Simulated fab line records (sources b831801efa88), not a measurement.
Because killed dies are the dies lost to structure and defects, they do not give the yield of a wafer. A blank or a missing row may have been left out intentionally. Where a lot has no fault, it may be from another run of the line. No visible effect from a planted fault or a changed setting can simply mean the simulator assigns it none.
fab line records	flow sky130
record: lots: 6	wafers: 18	last-day: 50
route steps=708 shown GATE_OXIDE@201 POLY_GATE@204 RES_PROTECT@206 LDD_N@237 PAD_OPEN@708
lots that met no fault: from a run of the same line without faults
start-h: start of the lot's first displayed wafer, in hours after the record's first day	wait-h: hours from the lot's prior step to this one	" identical to the entry in the row above	L1.1+2: a row that stands for several wafers	- no value, or no start given	* or withheld: withheld	< > ~ a bound
route shown NAME@n: names a module that has steps shown in the file, with the first one's number in the route	usual: the fault-free wafers' mean and standard deviation	same: alike in all rows	chamber/n: place in a boat	sites: per-site readings	_std_site: their standard deviation	_edge_site: inner sites' mean taken away from outer sites' mean	radius-mm: how far each site lies from the wafer's centre	mask NAME#n: copy n	behind: the most recent tool/chamber to have shaped the wafer	hold: what put the lot on hold/how long, in hours/how the hold closed	device: names the non-switching transistor (n, p or np)	end of line: at the end of the route, the tests of the same wafers	step lacking rows: just its recipe	killed: at the first sort, the dies lost to defects and structure; wafer yield is something else	map: per-die view of a wafer (x killed, . not killed, _ where there is no die)
set.NAME: the run value of the setting; set.NAME@STEP: its run value at that earlier step	model.NAME: the simulator's own value behind a step, which no gauge read
certain route steps with their lots: each step a table, each wafer a row
services: a tool's chamber out of use, with start hour (start-h, from the record's first day; less than 0 if before it), hours out, and reason
== steps ==
step: SKY_GATE_OXIDE_TW_MEAS_14
usual: GATE_OXIDE_TW: 224.4/2.2
lot.wafer	tool	chamber	start-h	wait-h	GATE_OXIDE_TW
L925.2	film-metro-04	-	329.83	0.1	222.4
L925.3	"	-	"	"	222.3
L925.4	"	-	"	"	221.8
L924.1	film-metro-04	-	332.23	0.1	222.5
L924.5	"	-	"	"	222.8
L924.6	"	-	"	"	223.2
L927.1	film-metro-01	-	333.01	0.1	224.6
L927.2	"	-	"	"	227.1
L927.4	"	-	"	"	225.5
L928.4	film-metro-04	-	341.82	0.1	224.5
L928.5	"	-	"	"	224.3
L928.6	"	-	"	"	223.3
L929.2	film-metro-03	-	351.28	0.1	226.9
L929.4	"	-	"	"	224.5
L929.5	"	-	"	"	226.5
L943.2	film-metro-03	-	471.48	0.1	226.6
L943.4	"	-	"	"	227.2
L943.6	"	-	"	"	227.6
step: SKY_GATE_OXIDE_CLEAN_15
recipe: chemistry: SC1/SC2	mix: 1:4:20	temp-c: 70	time-s: 150	dry: n2-spin
step: SKY_GATE_OXIDE_OXIDATION_16
recipe: temp-c: 800	ambient: O2	idle-temp-c: 700	ramp-up-c-per-min: 10	ramp-down-c-per-min: 3	stabilise-s: 600	purge-s: 300	target-thk-a: 35.7	ox-time-s: 1915
step: SKY_POLY_GATE_CVD_00
recipe: material: poly-Si	target-thk-nm: 180	temp-c: 620	time-s: 720	pressure-mtorr: 200
step: SKY_POLY_GATE_THK_MEAS_01
recipe: reads: poly-Si_of_POLY_GATE_CVD_00
usual: POLY_GATE_CVD_00_THK: 179.5/1.6
lot.wafer	tool	chamber	start-h	wait-h	POLY_GATE_CVD_00_THK[nm]
L925.2	film-metro-04	-	333.35	0.0	177.7
L925.3	"	-	"	"	178.1
L925.4	"	-	"	"	179.8
L924.1	film-metro-04	-	336.22	0.0	177.6
L924.5	"	-	"	"	179.8
L924.6	"	-	"	"	177.7
L927.1	film-metro-03	-	336.22	0.0	180.0
L927.2	"	-	"	"	180.5
L927.4	"	-	"	"	181.0
L928.4	film-metro-02	-	345.26	0.0	179.8
L928.5	"	-	"	"	180.8
L928.6	"	-	"	"	179.9
L929.2	film-metro-04	-	354.75	0.0	181.1
L929.4	"	-	"	"	180.5
L929.5	"	-	"	"	181.1
L943.2	film-metro-04	-	497.57	0.0	181.0
L943.4	"	-	"	"	182.5
L943.6	"	-	"	"	179.3
step: SKY_RES_PROTECT_DEHYDRATE_00
recipe: temp-c: 200	time-s: 60
step: SKY_RES_PROTECT_HMDS_01
recipe: prime-time-s: 60	prime-temp-c: 120
step: SKY_RES_PROTECT_COAT_02
recipe: resist: NOVOLAK	spin-rpm: 3000	resist-thk-nm: 1140
step: SKY_RES_PROTECT_SOFTBAKE_03
recipe: temp-c: 90	time-s: 60	resist: NOVOLAK
step: SKY_RES_PROTECT_EXPOSE_04
recipe: mask-id: RPM	na: 0.6	source-shape: conventional	sigma-outer: 0.6	polarization: unpolarized	target-cd-nm: 1270	dose-mj: 131
step: SKY_RES_PROTECT_PEB_05
recipe: temp-c: withheld	time-s: *	resist: NOVOLAK
step: SKY_RES_PROTECT_DEVELOP_06
recipe: resist: NOVOLAK	developer: TMAH	develop-time-s: 60	dev-temp-c: 23
step: SKY_POLY_GATE_IMPLANT_02
recipe: species: P	energy-kev: 30	dose-cm2: 7.7e+15	tilt-deg: 0
lot.wafer	tool	chamber	start-h	wait-h
L925.2+3+4	implanter-03	0	360.00	0.1
L924.1+5+6	implanter-01	0	362.90	0.1
L927.1+2+4	implanter-02	0	363.20	0.1
L928.4+5+6	implanter-03	0	372.82	0.1
L929.2+4+5	implanter-03	0	383.97	0.1
L943.2+4+6	implanter-01	0	528.17	0.1
step: SKY_RES_PROTECT_STRIP_07
recipe: chemistry: O2/N2	power-w: 1400	pressure-mtorr: 1500	platen-temp-c: withheld	o2-flow-sccm: 3000	n2-flow-sccm: 300	overash-fraction: 0.5
usual: drypump-motor-current-A: 5.6/0.46	oes-product-au: 0.518/0.0046	strip-time-to-endpoint-s: 23.32/0.044
lot.wafer	tool	chamber	start-h	wait-h	drypump-motor-current-A	oes-product-au	rf-hours-counter-h	strip-time-to-endpoint-s
L925.2	plasma-asher-02	1	360.12	0.1	5.6	0.522	66	23.32
L925.3	"	0	"	"	4.9	0.519	-	23.31
L925.4	"	1	"	"	5.6	0.527	-	23.30
L924.1	plasma-asher-04	0	363.05	0.1	5.8	0.512	66	23.30
L924.5	"	0	"	"	5.7	0.513	-	23.30
L924.6	"	1	"	"	6.1	0.509	-	23.30
L927.1	plasma-asher-02	0	363.35	0.1	4.9	0.523	67	23.36
L927.2	"	1	"	"	5.6	0.520	67	23.36
L927.4	"	1	"	"	5.6	0.519	-	23.40
L928.4	plasma-asher-04	1	372.93	0.1	6.1	0.522	-	23.31
L928.5	"	1	"	"	6.1	0.521	-	23.33
L928.6	"	0	"	"	5.8	0.519	-	23.27
L929.2	plasma-asher-04	1	384.10	0.1	6.1	0.521	68	23.25
L929.4	"	0	"	"	5.8	0.519	-	23.29
L929.5	"	0	"	"	5.8	0.514	-	23.25
L943.2	plasma-asher-02	0	528.30	0.1	4.9	0.521	8	23.37
L943.4	"	0	"	"	4.9	0.518	-	23.38
L943.6	"	1	"	"	5.6	0.516	-	23.34
step: SKY_RES_PROTECT_TW_MEAS_08
usual: POLY_GATE_TW: 4023/38
lot.wafer	tool	chamber	start-h	wait-h	POLY_GATE_TW
L925.2	film-metro-01	-	360.23	0.1	4073
L925.3	"	-	"	"	4096
L925.4	"	-	"	"	4102
L924.1	film-metro-01	-	363.15	0.1	4101
L924.5	"	-	"	"	4093
L924.6	"	-	"	"	4077
L927.1	film-metro-04	-	363.45	0.1	4026
L927.2	"	-	"	"	4006
L927.4	"	-	"	"	4020
L928.4	film-metro-04	-	373.03	0.1	4024
L928.5	"	-	"	"	4054
L928.6	"	-	"	"	4039
L929.2	film-metro-02	-	384.21	0.1	4034
L929.4	"	-	"	"	4021
L929.5	"	-	"	"	4031
L943.2	film-metro-04	-	528.41	0.1	3982
L943.4	"	-	"	"	3986
L943.6	"	-	"	"	3986
step: SKY_RES_PROTECT_CLEAN_09
recipe: chemistry: SC1/SC2	mix: 1:4:20	temp-c: 70	time-s: 150	dry: n2-spin
step: SKY_POLY_GATE_CVD_03
recipe: material: Si3N4	precursor: DCS/NH3	target-thk-nm: 75	temp-c: 770	time-s: 1290	pressure-mtorr: 250
step: SKY_POLY_GATE_THK_MEAS_04
recipe: reads: Si3N4_of_POLY_GATE_CVD_03
usual: POLY_GATE_CVD_03_THK: 75.0/0.76
lot.wafer	tool	chamber	start-h	wait-h	POLY_GATE_CVD_03_THK[nm]
L925.2	film-metro-04	-	362.79	0.0	75.9
L925.3	"	-	"	"	75.4
L925.4	"	-	"	"	76.1
L924.1	film-metro-02	-	365.95	0.0	75.2
L924.5	"	-	"	"	75.9
L924.6	"	-	"	"	75.5
L927.1	film-metro-04	-	365.95	0.0	75.4
L927.2	"	-	"	"	75.8
L927.4	"	-	"	"	75.8
L928.4	film-metro-03	-	375.00	0.0	75.0
L928.5	"	-	"	"	74.8
L928.6	"	-	"	"	75.5
L929.2	film-metro-04	-	385.79	0.0	73.8
L929.4	"	-	"	"	73.2
L929.5	"	-	"	"	73.3
L943.2	film-metro-04	-	529.87	0.0	75.6
L943.4	"	-	"	"	74.9
L943.6	"	-	"	"	75.8
step: SKY_POLY_GATE_DEHYDRATE_05
recipe: temp-c: 200	time-s: 60
step: SKY_POLY_GATE_HMDS_06
recipe: prime-time-s: 60	prime-temp-c: 120
step: SKY_POLY_GATE_COAT_07
recipe: resist: BARC	temp-c: withheld	time-s: withheld	spin-rpm: 3000	resist-thk-nm: 110
step: SKY_POLY_GATE_COAT_08
recipe: resist: KrF-thick	spin-rpm: 3000	resist-thk-nm: 450
step: SKY_POLY_GATE_SOFTBAKE_09
recipe: temp-c: 100	time-s: 90	resist: KrF-thick
step: SKY_POLY_GATE_EXPOSE_10
recipe: mask-id: P1M	na: 0.68	source-shape: conventional	sigma-outer: 0.6	target-cd-nm: 150	dose-mj: 28
step: SKY_POLY_GATE_PEB_11
recipe: peb-temp-c: withheld	peb-time-s: withheld	resist: KrF-thick
step: SKY_POLY_GATE_DEVELOP_12
recipe: develop-time-s: 60	resist: KrF-thick	dev-temp-c: 22.21
step: SKY_POLY_GATE_CD_MEAS_13
recipe: target-cd-nm: 150
usual: cd-nm: 150.0/1.3
lot.wafer	tool	chamber	start-h	wait-h	cd-nm
L925.2	cd-sem-01	-	392.67	-	150.9
L925.3	"	-	"	"	149.1
L925.4	"	-	"	"	149.5
L924.1	cd-sem-02	-	395.55	-	150.4
L924.5	"	-	"	"	150.9
L924.6	"	-	"	"	150.5
L927.1	cd-sem-02	-	395.90	-	146.7
L927.2	"	-	"	"	147.4
L927.4	"	-	"	"	147.0
L928.4	cd-sem-01	-	404.89	-	147.9
L928.5	"	-	"	"	149.7
L928.6	"	-	"	"	149.2
L929.2	cd-sem-01	-	415.13	-	148.2
L929.4	"	-	"	"	149.7
L929.5	"	-	"	"	150.3
L943.2	cd-sem-01	-	559.42	-	150.3
L943.4	"	-	"	"	150.8
L943.6	"	-	"	"	151.2
step: SKY_POLY_GATE_OVL_MEAS_14
usual: POLY_GATE_OVL: 0/4.7
lot.wafer	tool	chamber	start-h	wait-h	POLY_GATE_OVL[nm]
L925.2	overlay-02	-	392.77	0.1	4
L925.3	"	-	"	"	-10
L925.4	"	-	"	"	-5
L924.1	overlay-02	-	395.67	0.1	-2
L924.5	"	-	"	"	-10
L924.6	"	-	"	"	-7
L927.1	overlay-01	-	396.02	0.1	3
L927.2	"	-	"	"	5
L927.4	"	-	"	"	6
L928.4	overlay-02	-	404.97	0.1	-4
L928.5	"	-	"	"	-2
L928.6	"	-	"	"	4
L929.2	overlay-02	-	415.24	0.1	2
L929.4	"	-	"	"	0
L929.5	"	-	"	"	-7
L943.2	overlay-01	-	559.52	0.1	3
L943.4	"	-	"	"	-3
L943.6	"	-	"	"	5
step: SKY_POLY_GATE_ETCH_15
recipe: chemistry: N2/H2	target: BARC	ion-energy-ev: 200	source-w: 500	bias-w: 100	pressure-mtorr: 30	n2-flow-sccm: 100	h2-flow-sccm: 200	stop-on: SiO2	time-s: 118.5	target-depth-a: 1100
usual: drypump-motor-current-A: 5.8/0.46	oes-product-au: 0.717/0.0049	throttle-valve-pct: 13.213/0.0085
lot.wafer	tool	chamber	start-h	wait-h	drypump-motor-current-A	oes-product-au	rf-hours-counter-h	throttle-valve-pct
L925.2	rie-diel-01	1	392.80	0.0	5.7	0.712	84	13.214
L925.3	"	0	"	"	6.2	0.713	17	13.199
L925.4	"	2	"	"	5.0	0.714	7	13.218
L924.1	rie-diel-03	0	395.70	0.0	6.4	0.718	27	13.207
L924.5	"	1	"	"	6.5	0.724	-	13.207
L924.6	"	2	"	"	5.7	0.719	-	13.222
L927.1	rie-diel-01	1	396.05	0.0	5.6	0.719	85	13.206
L927.2	"	3	"	"	5.4	0.714	2	13.218
L927.4	"	0	"	"	6.2	0.720	17	13.212
L928.4	rie-diel-01	0	404.98	0.0	6.2	0.712	18	13.218
L928.5	"	1	"	"	5.6	0.718	-	13.215
L928.6	"	0	"	"	6.2	0.714	-	13.208
L929.2	rie-diel-01	1	415.27	0.0	5.6	0.719	85	13.225
L929.4	"	0	"	"	6.2	0.722	18	13.217
L929.5	"	2	"	"	5.0	0.721	-	13.214
L943.2	rie-diel-01	1	559.55	0.0	5.6	0.721	0	13.206
L943.4	"	3	"	"	5.4	0.718	-	13.218
L943.6	"	0	"	"	6.2	0.710	-	13.208
step: SKY_POLY_GATE_ETCH_16
recipe: stop-on: poly-Si	chemistry: CH3F/O2	target: Si3N4	source-w: 400	bias-w: 80	pressure-mtorr: 25	ch3f-flow-sccm: 40	O2_flow_sccm: 30	time-s: 147.5	target-depth-a: 750
usual: drypump-motor-current-A: 5.8/0.46	oes-product-au: 0.641/0.0057	throttle-valve-pct: 10.535/0.0086
lot.wafer	tool	chamber	start-h	wait-h	drypump-motor-current-A	oes-product-au	rf-hours-counter-h	throttle-valve-pct
L925.2	rie-diel-01	1	392.89	0.0	5.6	0.653	84	10.533
L925.3	"	0	"	"	6.2	0.640	17	10.526
L925.4	"	2	"	"	5.0	0.652	7	10.539
L924.1	rie-diel-03	0	395.78	0.0	6.4	0.635	27	10.536
L924.5	"	1	"	"	6.4	0.643	-	10.541
L924.6	"	2	"	"	5.7	0.651	-	10.530
L927.1	rie-diel-01	1	396.13	0.0	5.6	0.638	85	10.521
L927.2	"	3	"	"	5.4	0.643	2	10.529
L927.4	"	0	"	"	6.1	0.644	17	10.539
L928.4	rie-diel-01	0	405.07	0.0	6.2	0.640	18	10.535
L928.5	"	1	"	"	5.6	0.644	-	10.518
L928.6	"	0	"	"	6.2	0.642	-	10.531
L929.2	rie-diel-01	1	415.35	0.0	5.6	0.636	85	10.531
L929.4	"	0	"	"	6.2	0.632	18	10.541
L929.5	"	2	"	"	5.0	0.629	-	10.524
L943.2	rie-diel-01	1	559.63	0.0	5.6	0.641	0	10.545
L943.4	"	3	"	"	5.4	0.639	-	10.538
L943.6	"	0	"	"	6.2	0.654	-	10.542
step: SKY_POLY_GATE_ETCH_17
recipe: target-depth-nm: 180	stop-on: SiO2	over-etch-frac: 0.56667	chemistry: HBr/Cl2	target: poly-Si	icp-w: 400	bias-w: 100	pressure-mtorr: 10	HBr_flow_sccm: 150	Cl2_flow_sccm: 50	time-s: 70.5
usual: drypump-motor-current-A: 5.8/0.34	oes-product-au: 0.984/0.0089	throttle-valve-pct: 33.684/0.01
lot.wafer	tool	chamber	start-h	wait-h	drypump-motor-current-A	oes-product-au	rf-hours-counter-h	throttle-valve-pct
L925.2	rie-si-01	3	392.98	0.0	6.1	0.978	23	33.687
L925.3	"	0	"	"	5.3	0.979	48	33.695
L925.4	"	2	"	"	5.7	0.980	39	33.677
L924.1	rie-si-01	3	395.88	0.0	6.1	0.992	23	33.688
L924.5	"	3	"	"	6.1	0.985	-	33.667
L924.6	"	0	"	"	5.4	0.990	-	33.682
L927.1	rie-si-02	1	396.23	0.0	5.3	0.993	21	33.692
L927.2	"	3	"	"	5.5	0.988	70	33.699
L927.4	"	0	"	"	6.0	0.992	1	33.684
L928.4	rie-si-01	0	405.17	0.0	5.3	0.996	49	33.673
L928.5	"	1	"	"	6.1	0.981	-	33.684
L928.6	"	2	"	"	5.7	0.982	-	33.676
L929.2	rie-si-02	1	415.45	0.0	5.3	1.001	22	33.670
L929.4	"	3	"	"	5.5	1.001	70	33.687
L929.5	"	1	"	"	5.3	0.992	-	33.669
L943.2	rie-si-01	2	559.73	0.0	5.7	0.987	40	33.671
L943.4	"	1	"	"	6.1	0.989	2	33.677
L943.6	"	0	"	"	5.4	0.990	-	33.680
step: SKY_POLY_GATE_STRIP_18
recipe: chemistry: O2/N2	power-w: 1400	pressure-mtorr: 1500	platen-temp-c: withheld	o2-flow-sccm: 3000	n2-flow-sccm: 300	overash-fraction: 0.5
usual: drypump-motor-current-A: 5.7/0.62	oes-product-au: 0.362/0.005	strip-time-to-endpoint-s: 3.19/0.049
lot.wafer	tool	chamber	start-h	wait-h	drypump-motor-current-A	oes-product-au	rf-hours-counter-h	strip-time-to-endpoint-s
L925.2	plasma-asher-02	1	393.04	0.0	5.6	0.362	70	3.12
L925.3	"	1	"	"	5.5	0.359	-	3.26
L925.4	"	0	"	"	4.9	0.359	-	3.20
L924.1	plasma-asher-01	1	395.94	0.0	5.5	0.358	27	3.21
L924.5	"	1	"	"	5.5	0.355	-	3.17
L924.6	"	0	"	"	6.6	0.366	-	3.19
L927.1	plasma-asher-03	0	396.29	0.0	6.1	0.358	58	3.08
L927.2	"	1	"	"	5.1	0.363	58	3.24
L927.4	"	0	"	"	6.1	0.368	-	3.25
L928.4	plasma-asher-02	0	405.25	0.1	4.9	0.363	-	3.24
L928.5	"	0	"	"	4.9	0.365	-	3.16
L928.6	"	1	"	"	5.6	0.366	-	3.26
L929.2	plasma-asher-01	1	415.51	0.0	5.5	0.355	29	3.03
L929.4	"	1	"	"	5.5	0.365	-	3.18
L929.5	"	1	"	"	5.5	0.355	-	3.09
L943.2	plasma-asher-01	1	559.79	0.0	5.5	0.371	45	3.17
L943.4	"	1	"	"	5.4	0.367	-	3.20
L943.6	"	1	"	"	5.5	0.365	-	3.24
step: SKY_POLY_GATE_CLEAN_19
recipe: chemistry: SC1/SC2	mix: 1:4:20	temp-c: 70	time-s: 150	dry: n2-spin
step: SKY_POLY_GATE_OXIDATION_20
recipe: temp-c: 850	ambient: O2	stabilise-s: 600	purge-s: 300	target-thk-a: 40	ox-time-s: 899
step: SKY_POLY_GATE_THK_MEAS_21
recipe: reads: SiO2_of_POLY_GATE_OXIDATION_20
usual: POLY_GATE_OXIDATION_THK: 3.98/0.091
lot.wafer	tool	chamber	start-h	wait-h	POLY_GATE_OXIDATION_THK[nm]
L925.2	film-metro-03	-	394.57	0.0	4.15
L925.3	"	-	"	"	4.12
L925.4	"	-	"	"	4.08
L924.1	film-metro-03	-	397.88	0.0	4.12
L924.5	"	-	"	"	4.14
L924.6	"	-	"	"	4.13
L927.1	film-metro-02	-	397.88	0.0	4.05
L927.2	"	-	"	"	4.10
L927.4	"	-	"	"	4.12
L928.4	film-metro-03	-	407.91	0.0	3.95
L928.5	"	-	"	"	4.04
L928.6	"	-	"	"	3.99
L929.2	film-metro-02	-	418.79	0.0	4.03
L929.4	"	-	"	"	4.05
L929.5	"	-	"	"	3.99
L943.2	film-metro-03	-	561.21	0.0	3.92
L943.4	"	-	"	"	3.92
L943.6	"	-	"	"	4.08
step: SKY_POLY_GATE_CD_MEAS_22
usual: cd-nm: 149/3.3
lot.wafer	tool	chamber	start-h	wait-h	cd-nm
L925.2	cd-sem-02	-	394.64	0.1	147
L925.3	"	-	"	"	151
L925.4	"	-	"	"	146
L924.1	cd-sem-02	-	397.94	0.1	151
L924.5	"	-	"	"	152
L924.6	"	-	"	"	148
L927.1	cd-sem-01	-	397.94	0.1	140
L927.2	"	-	"	"	143
L927.4	"	-	"	"	145
L928.4	cd-sem-02	-	408.03	0.1	146
L928.5	"	-	"	"	145
L928.6	"	-	"	"	148
L929.2	cd-sem-02	-	418.87	0.1	142
L929.4	"	-	"	"	148
L929.5	"	-	"	"	145
L943.2	cd-sem-01	-	561.29	0.1	148
L943.4	"	-	"	"	149
L943.6	"	-	"	"	150
step: SKY_LDD_N_DEHYDRATE_00
recipe: temp-c: 200	time-s: 60
step: SKY_LDD_N_HMDS_01
recipe: prime-time-s: 60	prime-temp-c: 120
step: SKY_LDD_N_COAT_02
recipe: resist: NOVOLAK	spin-rpm: 3000	resist-thk-nm: 300
step: SKY_LDD_N_SOFTBAKE_03
recipe: temp-c: 90	time-s: 60	resist: NOVOLAK
step: SKY_LDD_N_EXPOSE_04
recipe: mask-id: NTM	target-cd-nm: 840	na: 0.6	source-shape: conventional	sigma-outer: 0.6	dose-mj: 110
step: SKY_LDD_N_PEB_05
recipe: temp-c: withheld	time-s: *	resist: NOVOLAK
step: SKY_PAD_OPEN_PROBE_99
usual: killed_at_M0_to_M3: 44/6.9	killed_at_M4_up: 3.3/2	killed-at-contacts: 25/5.4	killed-at-front-end: 16/4.6	killed-at-other: 0.2/0.51	killed-dies: 88/8.9	killed-open: 48/6.8	killed-short: 39/5.8
same: gross-dies: 492	killed-at-back-side: 0
lot.wafer	tool	chamber	start-h	wait-h	killed_at_M0_to_M3	killed_at_M4_up	killed-at-contacts	killed-at-front-end	killed-at-other	killed-dies	killed-open	killed-short	model.etest.res-poly.rs-ohm-sq-rim-less-centre	model.etest.res-poly.rs-ohm-sq-range
L925.2	prober-01	-	1094.51	0.1	51	4	25	12	0	92	53	39	0.1456	1.294
L925.3	prober-01	-	1094.56	0.2	34	5	25	18	0	82	36	45	-0.5483	1.545
L925.4	prober-01	-	1094.61	0.2	44	5	27	12	1	89	50	39	0.2395	1.12
L924.1	prober-02	-	1094.71	0.1	43	4	25	9	0	81	49	31	-0.3371	1.474
L924.5	prober-02	-	1094.91	0.2	46	4	21	17	0	88	50	38	-0.1271	0.591
L924.6	prober-02	-	1094.96	0.2	42	7	27	13	0	89	46	42	-1.512	1.702
L927.1	prober-01	-	1095.96	0.1	39	4	27	19	1	90	43	47	-0.6509	1.163
L927.2	prober-01	-	1096.01	0.1	42	5	23	15	0	85	41	44	-1.106	1.427
L927.4	prober-01	-	1096.11	0.2	43	1	28	16	0	88	42	46	-0.6146	1.129
L928.4	prober-02	-	1100.28	0.2	34	5	26	17	0	82	46	36	-3.12	3.674
L928.5	prober-02	-	1100.33	0.2	28	1	26	22	1	78	48	30	-1.763	2.856
L928.6	prober-02	-	1100.38	0.2	43	6	31	16	0	96	58	38	-2.454	3.196
L929.2	prober-01	-	1113.62	0.1	54	6	36	24	1	121	64	57	-2.756	3.046
L929.4	prober-01	-	1113.72	0.2	40	4	19	11	1	75	43	31	-2.549	2.714
L929.5	prober-01	-	1113.77	0.2	51	2	19	22	1	95	48	46	-1.846	2.376
L943.2	prober-01	-	1192.40	0.1	42	0	28	23	1	94	51	42	-1.145	1.596
L943.4	prober-01	-	1192.50	0.2	43	7	26	16	2	94	49	42	-0.4595	0.9074
L943.6	prober-01	-	1192.60	0.2	43	0	23	14	1	81	39	42	-1.425	2.18
killed by level:class
L925.2 CONTACT:geometric-particle:open=15 VIA1:geometric-particle:open=11 VIA2:geometric-particle:open=9 METAL3:geometric-particle:short=7 VIA1:geometric-particle:short=5 LI_CONTACT:geometric-particle:open=4 METAL1:geometric-particle:short=4 VIA2:geometric-particle:short=4
L925.3 VIA1:geometric-particle:open=11 POLY_GATE:geometric-particle:short=10 CONTACT:geometric-particle:short=8 METAL1:geometric-particle:short=5 LOCAL_INTERCONNECT:geometric-particle:open=4 CONTACT:geometric-particle:open=4 VIA1:geometric-particle:short=4 FIELD_ISO:geometric-particle:short=3
L925.4 VIA1:geometric-particle:open=13 CONTACT:geometric-particle:open=10 LI_CONTACT:geometric-particle:open=8 VIA1:geometric-particle:short=8 VIA2:geometric-particle:open=6 METAL1:geometric-particle:short=4 VIA2:geometric-particle:short=4 VIA3:geometric-particle:open=4
L924.1 VIA1:geometric-particle:open=14 CONTACT:geometric-particle:open=11 METAL2:geometric-particle:short=6 FIELD_ISO:geometric-particle:open=5 VIA1:geometric-particle:short=5 LI_CONTACT:geometric-particle:open=4 LOCAL_INTERCONNECT:geometric-particle:short=4 VIA2:geometric-particle:open=4
L924.5 VIA1:geometric-particle:open=10 METAL1:geometric-particle:short=8 LI_CONTACT:geometric-particle:open=8 VIA3:geometric-particle:open=7 CONTACT:geometric-particle:open=6 FIELD_ISO:geometric-particle:short=5 FIELD_ISO:geometric-particle:open=4 VIA1:geometric-particle:short=4
L924.6 CONTACT:geometric-particle:open=11 VIA1:geometric-particle:open=11 METAL2:geometric-particle:short=9 FIELD_ISO:geometric-particle:open=6 VIA3:geometric-particle:short=5 METAL4:geometric-particle:short=5 POLY_GATE:geometric-particle:short=4 LI_CONTACT:geometric-particle:open=4
L927.1 LOCAL_INTERCONNECT:geometric-particle:short=8 CONTACT:geometric-particle:short=8 METAL2:geometric-particle:short=8 FIELD_ISO:geometric-particle:open=6 LI_CONTACT:geometric-particle:open=6 VIA2:geometric-particle:open=5 POLY_GATE:geometric-particle:open=4 POLY_GATE:geometric-particle:short=4
L927.2 METAL2:geometric-particle:short=10 FIELD_ISO:geometric-particle:open=7 LI_CONTACT:geometric-particle:open=7 CONTACT:geometric-particle:short=6 VIA1:geometric-particle:open=6 VIA3:geometric-particle:short=6 CONTACT:geometric-particle:open=5 METAL1:geometric-particle:short=4
L927.4 LI_CONTACT:geometric-particle:open=9 VIA2:geometric-particle:open=9 VIA1:geometric-particle:short=8 CONTACT:geometric-particle:open=8 VIA1:geometric-particle:open=7 POLY_GATE:geometric-particle:short=6 METAL2:geometric-particle:short=6 METAL3:geometric-particle:short=6
L928.4 LI_CONTACT:geometric-particle:open=12 CONTACT:geometric-particle:open=12 METAL2:geometric-particle:short=8 VIA1:geometric-particle:short=6 METAL1:geometric-particle:short=5 FIELD_ISO:geometric-particle:open=4 VIA2:geometric-particle:short=4 VIA3:geometric-particle:open=3
L928.5 LI_CONTACT:geometric-particle:open=9 CONTACT:geometric-particle:open=8 FIELD_ISO:geometric-particle:short=7 VIA1:geometric-particle:open=7 POLY_GATE:geometric-particle:open=6 VIA2:geometric-particle:open=6 VIA3:geometric-particle:open=5 POLY_GATE:geometric-particle:short=4
L928.6 VIA1:geometric-particle:open=15 CONTACT:geometric-particle:open=10 LI_CONTACT:geometric-particle:open=8 CONTACT:geometric-particle:short=7 VIA3:geometric-particle:open=6 FIELD_ISO:geometric-particle:open=5 METAL2:geometric-particle:short=5 METAL3:geometric-particle:short=5
L929.2 CONTACT:geometric-particle:open=19 VIA1:geometric-particle:open=10 FIELD_ISO:geometric-particle:short=8 METAL2:geometric-particle:short=8 VIA3:geometric-particle:open=7 VIA3:geometric-particle:short=7 POLY_GATE:geometric-particle:open=6 LI_CONTACT:geometric-particle:open=6
L929.4 CONTACT:geometric-particle:open=10 VIA1:geometric-particle:open=7 METAL1:geometric-particle:short=5 METAL2:geometric-particle:short=5 LI_CONTACT:geometric-particle:open=4 VIA3:geometric-particle:short=4 VIA3:geometric-particle:open=4 FIELD_ISO:geometric-particle:open=3
L929.5 CONTACT:geometric-particle:open=9 METAL2:geometric-particle:short=9 VIA1:geometric-particle:open=8 VIA2:geometric-particle:open=8 FIELD_ISO:geometric-particle:short=7 VIA2:geometric-particle:short=7 POLY_GATE:geometric-particle:open=5 METAL2:geometric-particle:open=5
L943.2 VIA1:geometric-particle:open=10 CONTACT:geometric-particle:short=8 VIA1:geometric-particle:short=8 CONTACT:geometric-particle:open=7 LI_CONTACT:geometric-particle:open=7 METAL2:geometric-particle:short=6 FIELD_ISO:geometric-particle:open=5 POLY_GATE:geometric-particle:open=5
L943.4 CONTACT:geometric-particle:open=13 VIA3:geometric-particle:short=8 LI_CONTACT:geometric-particle:open=7 VIA1:geometric-particle:open=7 FIELD_ISO:geometric-particle:open=6 METAL1:geometric-particle:short=5 METAL2:geometric-particle:short=5 FIELD_ISO:geometric-particle:short=4
L943.6 VIA1:geometric-particle:open=10 LI_CONTACT:geometric-particle:open=6 METAL2:geometric-particle:short=6 POLY_GATE:geometric-particle:open=5 CONTACT:geometric-particle:short=5 CONTACT:geometric-particle:open=5 METAL1:geometric-particle:short=5 VIA2:geometric-particle:open=5
== services ==
tool	chamber	start-h	hours	kind
implanter-01	-	346.42	2.4	pm
implanter-03	-	347.36	1.1	repair
rie-diel-01	1	347.45	3.0	repair
rie-diel-03	-	347.61	1.8	repair
implanter-02	-	349.35	1.7	repair
rie-si-02	-	374.37	0.4	repair
plasma-asher-01	-	404.60	1.0	repair
plasma-asher-02	-	421.25	9.0	pm
implanter-03	-	440.97	103.8	pm
implanter-01	-	451.33	4.0	repair
rie-si-01	-	452.92	28.1	pm
plasma-asher-02	-	466.15	2.8	pm
rie-diel-01	-	467.04	2.8	pm
rie-diel-01	-	483.97	1.0	repair
plasma-asher-02	-	484.95	15.1	pm
rie-si-01	1	494.41	10.2	repair
rie-diel-03	0	502.38	19.6	repair
rie-si-02	2	508.19	5.5	repair
implanter-03	-	544.80	3.3	pm
implanter-03	-	545.91	1.1	repair
implanter-03	-	548.08	4.2	pm
rie-diel-03	1	550.03	5.7	repair
plasma-asher-02	-	550.25	4.6	repair
rie-diel-01	2	553.64	15.2	repair
== key ==
first-sign none at tools or gauges
model-effect: step: SKY_PAD_OPEN_PROBE_99	value: etest.res-poly.rs-ohm-sq-rim-less-centre	without: 0.1126	struck: -2.415
met-at SKY_POLY_GATE_IMPLANT_02
struck-wafers L928.4,L928.5,L928.6,L929.2,L929.4,L929.5
tester-left-out L928,L929
onset-between 360.00 372.82
also-fits SKY_RES_PROTECT_STRIP_07:plasma-asher-04
fault: kind: process-parameter-drift	tool: implanter-03	chamber: -	onset-h: 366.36	steps: SKY_POLY_GATE_IMPLANT_02	channel: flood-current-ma	offset: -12	shape: step	end-h: 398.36
tester-left-out: of these lots the tester's yield and bins aren't shown, on N5 and GAA mostly nor the transistor test; their killed dies are dies lost to structure and defects alone, not to doping, threshold or leakage, so they don't give the yield
